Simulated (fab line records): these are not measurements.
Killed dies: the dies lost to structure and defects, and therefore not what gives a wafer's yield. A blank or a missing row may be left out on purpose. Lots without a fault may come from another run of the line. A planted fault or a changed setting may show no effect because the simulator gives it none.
fab line records | flow gf180mcu
record: lots: 12 | wafers: 36 | lastDay: 34
route steps=602 shown V1@337 M2@364 V2@387
lots with no fault: from the same line, run without faults
startH: hours from the record's opening day to when the first of the lot's shown wafers began | waitH: hours from the lot's prior step to this one | " as in the row above | L1.1+2: one row covering several wafers at once | - value missing, or start not given | * or withheld: withheld | < > ~ a bound
route shown NAME@n: a module of which the file shows steps, and the number in the route of the first | usual: the fault-free wafers' mean and standard deviation | same: alike in all rows | chamber/n: place in a boat | sites: each site's reading | _std_site: their standard deviation | _edge_site: mean of outer sites minus mean of inner sites | radiusMm: for every site, how far away it sits from the centre of the wafer | mask NAME#n: copy n | behind: the tool/chamber that last shaped the wafer | hold: what put the lot on hold/how long, in hours/how the hold closed | device: which transistor (n, p or np) failed to switch | end of line: tests run on the same wafers once the route is complete | a step without rows: its recipe alone | killed: dies lost to structure and defects at the first sort, not the wafer's yield | map: the dies of a wafer, with x for killed, . for not killed, _ for no die there
set.NAME: the setting the step ran with; set.NAME@STEP: the setting that earlier step ran with | model.NAME: the simulator's own value behind a step, which no gauge read
a sample of lots followed through the steps of the route, with each step as a table and each wafer as a row
services: when a tool's chamber went out of use (startH, in hours from the record's first day, below 0 if earlier), for how many hours, and the reason
== steps ==
step: GF_V1_CVD_02
recipe: material: SiO2 | targetThkNm: 850 | precursor: TEOS | tempC: 400 | timeS: 94.851 | rfW: 600
usual: heaterPowerOuterW: 411/86 | heaterPowerW: 704/140 | rfFwdPowerW: 596.0/2.3
lot.wafer | tool     | chamber | startH | waitH | heaterPowerOuterW | heaterPowerW | rfFwdPowerW
L122.2    | pecvd-02 | 0       | 386.06 | 0.0   | 385               | 661          | 597.5
L122.3    | "        | 2       | "      | "     | 437               | 703          | 597.9
L122.5    | "        | 0       | "      | "     | 396               | 676          | 594.2
L125.1    | pecvd-04 | 0       | 420.89 | 0.1   | 385               | 619          | 594.1
L125.2    | "        | 1       | "      | "     | 403               | 728          | 594.3
L125.3    | "        | 2       | "      | "     | 359               | 652          | 596.8
L126.1    | pecvd-02 | 1       | 438.72 | 0.1   | 642               | 1054         | 597.0
L126.2    | "        | 2       | "      | "     | 386               | 657          | 594.7
L126.3    | "        | 0       | "      | "     | 378               | 648          | 598.2
L128.1    | pecvd-04 | 1       | 452.36 | 0.1   | 351               | 666          | 594.0
L128.2    | "        | 0       | "      | "     | 374               | 597          | 595.3
L128.4    | "        | 1       | "      | "     | 386               | 717          | 597.6
L129.1    | pecvd-02 | 1       | 464.70 | 0.1   | 649               | 1025         | 600.6
L129.5    | "        | 1       | "      | "     | 509               | 855          | 597.9
L129.6    | "        | 2       | "      | "     | 421               | 699          | 595.5
L131.1    | pecvd-04 | 0       | 470.47 | 0.1   | 429               | 653          | 595.2
L131.3    | "        | 1       | "      | "     | 370               | 690          | 594.6
L131.6    | "        | 2       | "      | "     | 410               | 708          | 596.8
L139.2    | pecvd-02 | 0       | 538.14 | 0.0   | 406               | 667          | 595.6
L139.3    | "        | 2       | "      | "     | 401               | 669          | 595.2
L139.4    | "        | 1       | "      | "     | 637               | 1036         | 600.7
L140.2    | pecvd-04 | 2       | 540.70 | 0.0   | 427               | 697          | 598.3
L140.5    | "        | 1       | "      | "     | 373               | 727          | 594.7
L140.6    | "        | 0       | "      | "     | 394               | 603          | 594.6
L142.2    | pecvd-01 | 1       | 551.50 | 0.0   | 385               | 618          | 596.2
L142.3    | "        | 2       | "      | "     | 486               | 934          | 598.5
L142.4    | "        | 2       | "      | "     | 364               | 732          | 595.9
L143.2    | pecvd-01 | 0       | 565.07 | 0.0   | 339               | 563          | 592.7
L143.4    | "        | 1       | "      | "     | 391               | 616          | 597.1
L143.6    | "        | 0       | "      | "     | 379               | 627          | 594.2
L144.3    | pecvd-04 | 2       | 572.05 | 0.0   | 375               | 651          | 595.0
L144.5    | "        | 2       | "      | "     | 381               | 684          | 597.3
L144.6    | "        | 1       | "      | "     | 303               | 600          | 596.4
L145.1    | pecvd-02 | 1       | 583.38 | 0.1   | 621               | 1017         | 599.5
L145.2    | "        | 2       | "      | "     | 410               | 676          | 593.2
L145.4    | "        | 1       | "      | "     | 504               | 838          | 597.0
step: GF_V1_SPUTTER_21
recipe: material: Ti | targetThkNm: 15 | chamberPressurePa: 5 | powerW: 2500 | substrateTempC: 200 | timeS: 80.02
usual: throttleValvePct: 30.4/0.96
lot.wafer | tool          | chamber | startH | waitH | throttleValvePct
L122.2    | pvdSputter-04 | -       | 411.20 | 0.0   | 30.4
L122.3    | "             | -       | "      | "     | 29.8
L122.5    | "             | -       | "      | "     | 30.8
L125.1    | pvdSputter-04 | -       | 446.08 | 0.0   | 31.2
L125.2    | "             | -       | "      | "     | 29.4
L125.3    | "             | -       | "      | "     | 30.3
L126.1    | pvdSputter-02 | -       | 464.56 | 0.0   | 29.3
L126.2    | "             | -       | "      | "     | 31.8
L126.3    | "             | -       | "      | "     | 30.2
L128.1    | pvdSputter-02 | -       | 476.34 | 0.0   | 30.8
L128.2    | "             | -       | "      | "     | 31.7
L128.4    | "             | -       | "      | "     | 29.1
L129.1    | pvdSputter-02 | -       | 489.76 | 0.0   | 30.3
L129.5    | "             | -       | "      | "     | 29.0
L129.6    | "             | -       | "      | "     | 30.5
L131.1    | pvdSputter-02 | -       | 495.48 | 0.0   | 30.1
L131.3    | "             | -       | "      | "     | 30.7
L131.6    | "             | -       | "      | "     | 30.1
L139.2    | pvdSputter-03 | -       | 561.85 | 0.0   | 30.0
L139.3    | "             | -       | "      | "     | 29.3
L139.4    | "             | -       | "      | "     | 32.9
L140.2    | pvdSputter-04 | -       | 563.73 | 0.0   | 31.0
L140.5    | "             | -       | "      | "     | 29.7
L140.6    | "             | -       | "      | "     | 30.5
L142.2    | pvdSputter-02 | -       | 573.80 | 0.0   | 30.4
L142.3    | "             | -       | "      | "     | 30.1
L142.4    | "             | -       | "      | "     | 32.0
L143.2    | pvdSputter-04 | -       | 588.30 | 0.0   | 30.8
L143.4    | "             | -       | "      | "     | 30.2
L143.6    | "             | -       | "      | "     | 30.5
L144.3    | pvdSputter-02 | -       | 595.31 | 0.0   | 30.8
L144.5    | "             | -       | "      | "     | 31.9
L144.6    | "             | -       | "      | "     | 30.0
L145.1    | pvdSputter-04 | -       | 605.18 | 0.0   | 29.8
L145.2    | "             | -       | "      | "     | 30.7
L145.4    | "             | -       | "      | "     | 31.0
step: GF_M2_SPUTTER_02
recipe: material: AlCu | targetThkNm: 450 | powerW: 10600 | timeS: 23.9 | chamberPressurePa: 0.4
usual: throttleValvePct: 30.0/1.2
lot.wafer | tool          | chamber | startH | waitH | throttleValvePct
L122.2    | pvdSputter-01 | -       | 412.02 | 0.0   | 28.7
L122.3    | "             | -       | "      | "     | 29.9
L122.5    | "             | -       | "      | "     | 30.6
L125.1    | pvdSputter-03 | -       | 446.90 | 0.0   | 30.0
L125.2    | "             | -       | "      | "     | 29.5
L125.3    | "             | -       | "      | "     | 29.5
L126.1    | pvdSputter-01 | -       | 465.39 | 0.0   | 30.0
L126.2    | "             | -       | "      | "     | 28.8
L126.3    | "             | -       | "      | "     | 28.6
L128.1    | pvdSputter-01 | -       | 477.17 | 0.0   | 28.7
L128.2    | "             | -       | "      | "     | 29.9
L128.4    | "             | -       | "      | "     | 30.3
L129.1    | pvdSputter-03 | -       | 490.58 | 0.0   | 33.0
L129.5    | "             | -       | "      | "     | 29.2
L129.6    | "             | -       | "      | "     | 29.7
L131.1    | pvdSputter-02 | -       | 496.30 | 0.0   | 30.1
L131.3    | "             | -       | "      | "     | 30.8
L131.6    | "             | -       | "      | "     | 29.3
L139.2    | pvdSputter-03 | -       | 562.68 | 0.0   | 32.9
L139.3    | "             | -       | "      | "     | 29.4
L139.4    | "             | -       | "      | "     | 29.4
L140.2    | pvdSputter-03 | -       | 564.55 | 0.0   | 29.4
L140.5    | "             | -       | "      | "     | 29.3
L140.6    | "             | -       | "      | "     | 33.5
L142.2    | pvdSputter-02 | -       | 574.63 | 0.0   | 29.0
L142.3    | "             | -       | "      | "     | 32.0
L142.4    | "             | -       | "      | "     | 30.1
L143.2    | pvdSputter-02 | -       | 589.33 | 0.0   | 31.7
L143.4    | "             | -       | "      | "     | 31.8
L143.6    | "             | -       | "      | "     | 30.8
L144.3    | pvdSputter-03 | -       | 596.13 | 0.0   | 30.2
L144.5    | "             | -       | "      | "     | 29.3
L144.6    | "             | -       | "      | "     | 33.1
L145.1    | pvdSputter-02 | -       | 606.00 | 0.0   | 28.8
L145.2    | "             | -       | "      | "     | 30.7
L145.4    | "             | -       | "      | "     | 31.5
step: GF_M2_RS_MEAS_05
recipe: thkMeasGauge: four-point-probe | reads: TiN_of_M2_SPUTTER_04+Ti_of_M2_SPUTTER_03+AlCu_of_M2_SPUTTER_02+TiN_of_M2_SPUTTER_01+Ti_of_M2_SPUTTER_00
usual: M2_ALCU_RS: 0.0695/0.00075
lot.wafer | tool         | chamber | startH | waitH | M2_ALCU_RS[ohm/sq]
L122.2    | filmMetro-04 | -       | 412.13 | 0.0   | 0.0706
L122.3    | "            | -       | "      | "     | 0.0701
L122.5    | "            | -       | "      | "     | 0.0694
L125.1    | filmMetro-02 | -       | 446.99 | 0.0   | 0.0692
L125.2    | "            | -       | "      | "     | 0.0691
L125.3    | "            | -       | "      | "     | 0.0687
L126.1    | filmMetro-04 | -       | 465.48 | 0.0   | 0.0698
L126.2    | "            | -       | "      | "     | 0.0696
L126.3    | "            | -       | "      | "     | 0.0699
L128.1    | filmMetro-02 | -       | 477.26 | 0.0   | 0.0648
L128.2    | "            | -       | "      | "     | 0.0692
L128.4    | "            | -       | "      | "     | 0.0693
L129.1    | filmMetro-04 | -       | 490.67 | 0.0   | 0.0691
L129.5    | "            | -       | "      | "     | 0.0682
L129.6    | "            | -       | "      | "     | 0.0690
L131.1    | filmMetro-04 | -       | 496.39 | 0.0   | 0.0693
L131.3    | "            | -       | "      | "     | 0.0687
L131.6    | "            | -       | "      | "     | 0.0693
L139.2    | filmMetro-04 | -       | 562.79 | 0.0   | 0.0699
L139.3    | "            | -       | "      | "     | 0.0706
L139.4    | "            | -       | "      | "     | 0.0698
L140.2    | filmMetro-04 | -       | 564.66 | 0.0   | 0.0692
L140.5    | "            | -       | "      | "     | 0.0691
L140.6    | "            | -       | "      | "     | 0.0683
L142.2    | filmMetro-02 | -       | 574.74 | 0.0   | 0.0689
L142.3    | "            | -       | "      | "     | 0.0705
L142.4    | "            | -       | "      | "     | 0.0696
L143.2    | filmMetro-01 | -       | 589.44 | 0.0   | 0.0699
L143.4    | "            | -       | "      | "     | 0.0696
L143.6    | "            | -       | "      | "     | 0.0689
L144.3    | filmMetro-02 | -       | 596.26 | 0.1   | 0.0703
L144.5    | "            | -       | "      | "     | 0.0693
L144.6    | "            | -       | "      | "     | 0.0695
L145.1    | filmMetro-01 | -       | 606.09 | 0.0   | 0.0681
L145.2    | "            | -       | "      | "     | 0.0688
L145.4    | "            | -       | "      | "     | 0.0701
step: GF_M2_THK_MEAS_06
recipe: thkMeasGauge: xrf | reads: AlCu_of_M2_SPUTTER_02
usual: M2_ALCU_THK: 453/5.3
lot.wafer | tool         | chamber | startH | waitH | M2_ALCU_THK[nm]
L122.2    | filmMetro-04 | -       | 412.24 | 0.1   | 443
L122.3    | "            | -       | "      | "     | 447
L122.5    | "            | -       | "      | "     | 453
L125.1    | filmMetro-02 | -       | 447.11 | 0.1   | 456
L125.2    | "            | -       | "      | "     | 453
L125.3    | "            | -       | "      | "     | 459
L126.1    | filmMetro-04 | -       | 465.60 | 0.1   | 452
L126.2    | "            | -       | "      | "     | 457
L126.3    | "            | -       | "      | "     | 453
L128.1    | filmMetro-02 | -       | 477.38 | 0.1   | 488
L128.2    | "            | -       | "      | "     | 456
L128.4    | "            | -       | "      | "     | 459
L129.1    | filmMetro-04 | -       | 490.79 | 0.1   | 456
L129.5    | "            | -       | "      | "     | 461
L129.6    | "            | -       | "      | "     | 458
L131.1    | filmMetro-04 | -       | 496.51 | 0.1   | 454
L131.3    | "            | -       | "      | "     | 459
L131.6    | "            | -       | "      | "     | 454
L139.2    | filmMetro-04 | -       | 562.90 | 0.1   | 451
L139.3    | "            | -       | "      | "     | 448
L139.4    | "            | -       | "      | "     | 452
L140.2    | filmMetro-04 | -       | 564.77 | 0.1   | 458
L140.5    | "            | -       | "      | "     | 457
L140.6    | "            | -       | "      | "     | 463
L142.2    | filmMetro-02 | -       | 574.85 | 0.1   | 457
L142.3    | "            | -       | "      | "     | 445
L142.4    | "            | -       | "      | "     | 453
L143.2    | filmMetro-01 | -       | 589.55 | 0.1   | 445
L143.4    | "            | -       | "      | "     | 449
L143.6    | "            | -       | "      | "     | 457
L144.3    | filmMetro-02 | -       | 596.36 | 0.1   | 446
L144.5    | "            | -       | "      | "     | 453
L144.6    | "            | -       | "      | "     | 454
L145.1    | filmMetro-01 | -       | 606.21 | 0.1   | 457
L145.2    | "            | -       | "      | "     | 456
L145.4    | "            | -       | "      | "     | 446
step: GF_V2_BOW_MEAS_05
recipe: mode: bow
usual: V2_BOW: 97/8.2
lot.wafer | tool         | chamber | startH | waitH | V2_BOW[um]
L122.2    | filmMetro-04 | -       | 438.22 | 0.2   | 110
L122.3    | "            | -       | "      | "     | 99
L122.5    | "            | -       | "      | "     | 111
L125.1    | filmMetro-04 | -       | 472.35 | 0.1   | 86
L125.2    | "            | -       | "      | "     | 104
L125.3    | "            | -       | "      | "     | 82
L126.1    | filmMetro-03 | -       | 491.00 | 0.2   | 110
L126.2    | "            | -       | "      | "     | 103
L126.3    | "            | -       | "      | "     | 103
L128.1    | filmMetro-04 | -       | 502.56 | 0.1   | 103
L128.2    | "            | -       | "      | "     | 93
L128.4    | "            | -       | "      | "     | 94
L129.1    | filmMetro-04 | -       | 515.26 | 0.1   | 105
L129.5    | "            | -       | "      | "     | 88
L129.6    | "            | -       | "      | "     | 99
L131.1    | filmMetro-04 | -       | 521.60 | 0.2   | 90
L131.3    | "            | -       | "      | "     | 101
L131.6    | "            | -       | "      | "     | 91
L139.2    | filmMetro-04 | -       | 585.77 | 0.2   | 93
L139.3    | "            | -       | "      | "     | 90
L139.4    | "            | -       | "      | "     | 94
L140.2    | filmMetro-04 | -       | 587.70 | 0.2   | 87
L140.5    | "            | -       | "      | "     | 88
L140.6    | "            | -       | "      | "     | 91
L142.2    | filmMetro-01 | -       | 597.35 | 0.3   | 86
L142.3    | "            | -       | "      | "     | 109
L142.4    | "            | -       | "      | "     | 87
L143.2    | filmMetro-04 | -       | 611.82 | 0.2   | 101
L143.4    | "            | -       | "      | "     | 105
L143.6    | "            | -       | "      | "     | 99
L144.3    | filmMetro-04 | -       | 618.53 | 0.1   | 75
L144.5    | "            | -       | "      | "     | 82
L144.6    | "            | -       | "      | "     | 73
L145.1    | filmMetro-04 | -       | 628.35 | 0.1   | 91
L145.2    | "            | -       | "      | "     | 92
L145.4    | "            | -       | "      | "     | 105
== services ==
tool          | chamber | startH | hours | kind
pecvd-02      | -       | 368.88 | 14.0  | pm
pecvd-02      | 0       | 368.88 | 14.0  | ventCycle
pecvd-02      | 1       | 368.88 | 14.0  | ventCycle
pecvd-02      | 2       | 368.88 | 14.0  | ventCycle
pecvd-02      | 0       | 370.69 | 3.9   | repair
pecvd-02      | 0       | 382.88 | -     | clean
pecvd-02      | 1       | 382.88 | -     | clean
pecvd-02      | 2       | 382.88 | -     | clean
pecvd-02      | 0       | 409.80 | 6.4   | repair
pvdSputter-02 | -       | 412.19 | 1.1   | repair
pecvd-01      | -       | 434.38 | 19.4  | repair
pvdSputter-02 | -       | 435.73 | 7.6   | repair
pecvd-01      | -       | 465.17 | 0.8   | pm
pecvd-02      | -       | 484.82 | 5.5   | pm
pvdSputter-01 | 1       | 528.35 | -     | consumableReplace:kit
pecvd-04      | -       | 554.65 | 1.0   | repair
pvdSputter-03 | 2       | 562.77 | -     | consumableReplace:kit
pvdSputter-03 | 2       | 562.77 | 18.0  | scheduledDown
pvdSputter-03 | 2       | 562.77 | 18.0  | ventCycle
pvdSputter-03 | -       | 571.32 | 8.4   | repair
pvdSputter-02 | 2       | 581.52 | -     | consumableReplace:kit
pvdSputter-02 | 2       | 581.52 | 18.0  | scheduledDown
pvdSputter-02 | 2       | 581.52 | 18.0  | ventCycle
pecvd-01      | -       | 591.12 | 14.0  | pm
== key ==
firstSign: step: GF_M2_RS_MEAS_05 | reading: M2_ALCU_RS | direction: down | sigmas: 6.3 | usual: 0.0695 | struck: 0.0648
effect: step: GF_M2_THK_MEAS_06 | reading: M2_ALCU_THK | direction: up | sigmas: 6.7 | usual: 453 | struck: 488
metAt GF_M2_SPUTTER_02
struckLots L128
struckWafers L128.1
notActingAt GF_V1_CVD_02,GF_V1_SPUTTER_21,GF_V2_BOW_MEAS_05
onsetBetween 465.39 477.17
fault: kind: processParameterDrift | tool: pvdSputter-01 | chamber: - | onsetH: 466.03 | steps: GF_M2_SPUTTER_02 | channel: timeS | offset: * | shape: step | endH: 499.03 | actsIn: * | stated: * | scope: struckWafersOnly
